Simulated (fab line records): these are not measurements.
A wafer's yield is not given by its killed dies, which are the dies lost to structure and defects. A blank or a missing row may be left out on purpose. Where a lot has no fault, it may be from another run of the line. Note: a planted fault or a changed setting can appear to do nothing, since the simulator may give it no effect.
8D (eight disciplines) problem report, filled in by code || flow sky130 || the parts of the form that need people (team, actions taken, sign-off) are left out

1. THE PROBLEM
Wafers free of any fault read 10.43 nm (standard deviation 0.16) for SONOS_ONO_CVD_02_THK at SKY_SONOS_ONO_THK_MEAS_03, against a mean of 8.22 nm on 12 wafers of 4 lots. That puts it -14 standard deviations away from the usual mean.
First seen on wafer L676.3, day 15 08:02, on film-metro-04. At this step, 39 wafers from 13 lots have a number in the record. The rule behind "out" and "out of limits": a value lying over 4 standard deviations away from the usual mean. Any other wafer with a number is counted as sound.

2. WHAT IT IS, AND WHAT IT ISN'T
{"question": "which readings at this step", "is": "SONOS_ONO_CVD_02_THK", "is not": "-"}
{"question": "which lots", "is": "L676, L678, L681, L683", "is not": "L668, L669, L670, L671, L673, L685, L686, L687, L689"}
{"question": "which wafers of those lots", "is": "all that have a number", "is not": "-"}
{"question": "read on which gauges", "is": "film-metro-01, film-metro-02, film-metro-04", "is not": "-"}
{"question": "when", "is": "from day 15 08:02", "is not": "up to then (15 sound wafers); but 12 sound wafers of L685, L686, L687, L689 came after"}

3. WHAT RULES OUT EACH SUSPECT
Counting: any tool at a process step up to the reading is kept as a suspect provided that every lot that is out went through it and no sound lot did after the first of them.
- the gauge at SKY_SONOS_ONO_THK_MEAS_03 is ruled out. 3 gauges (film-metro-01, film-metro-02, film-metro-04) read the wafers that are out.
- lpcvd-02 at SKY_SONOS_ONO_CVD_02 (deposits Si3N4 from DCS/NH3, target thk 10.5 nm, time 180 s): ruled out as a lasting fault. Sound lots L685, L686, L687, L689 ran on it after its first lot that is out, L676 (day 15 06:58).
Left after counting: nothing in the record.

4. THE CAUSE (what the simulator had put in)
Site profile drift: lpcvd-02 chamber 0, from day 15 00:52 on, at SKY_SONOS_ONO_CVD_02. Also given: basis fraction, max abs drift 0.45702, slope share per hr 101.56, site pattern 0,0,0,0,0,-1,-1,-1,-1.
It was ruled out by counting, in error; the rule expects a fault to strike all lots run on its tool from its start on, and this fault did not.

5. THE CHAIN OF EFFECTS, in route order
One row per reading whose mean, taken over the struck wafers that have a number, lies over 3 standard deviations from the usual. Scope: only readings with a usual standard deviation given in the record; hours: median across lots of the time from each lot's start at the first step in this table that gives one to its start at this step; sigmas: change in usual standard deviations.
{"hours": 0, "step": "SKY_SONOS_ONO_THK_MEAS_03", "reading": "SONOS_ONO_CVD_02_THK", "usual": "10.43 nm", "on struck wafers": 8.22, "change": -2.21, "sigmas": -14}
Later measuring or inspecting steps at which every struck wafer that the step has a row for has a number for every such reading, and none has moved that far: SKY_GATE_OXIDE_OVL_MEAS_10.

6. HOW IT WOULD HAVE BEEN CAUGHT EARLIER
Counted from the fault's start at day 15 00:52, it took 7 hours until the first out-of-limits reading at a measuring or inspecting step in this record, taken at day 15 08:02.
An alarm limit of 4 standard deviations would not have fired on the tool readings at SKY_SONOS_ONO_CVD_02 for which the record gives a usual standard deviation, since none of them was out on any struck wafer.
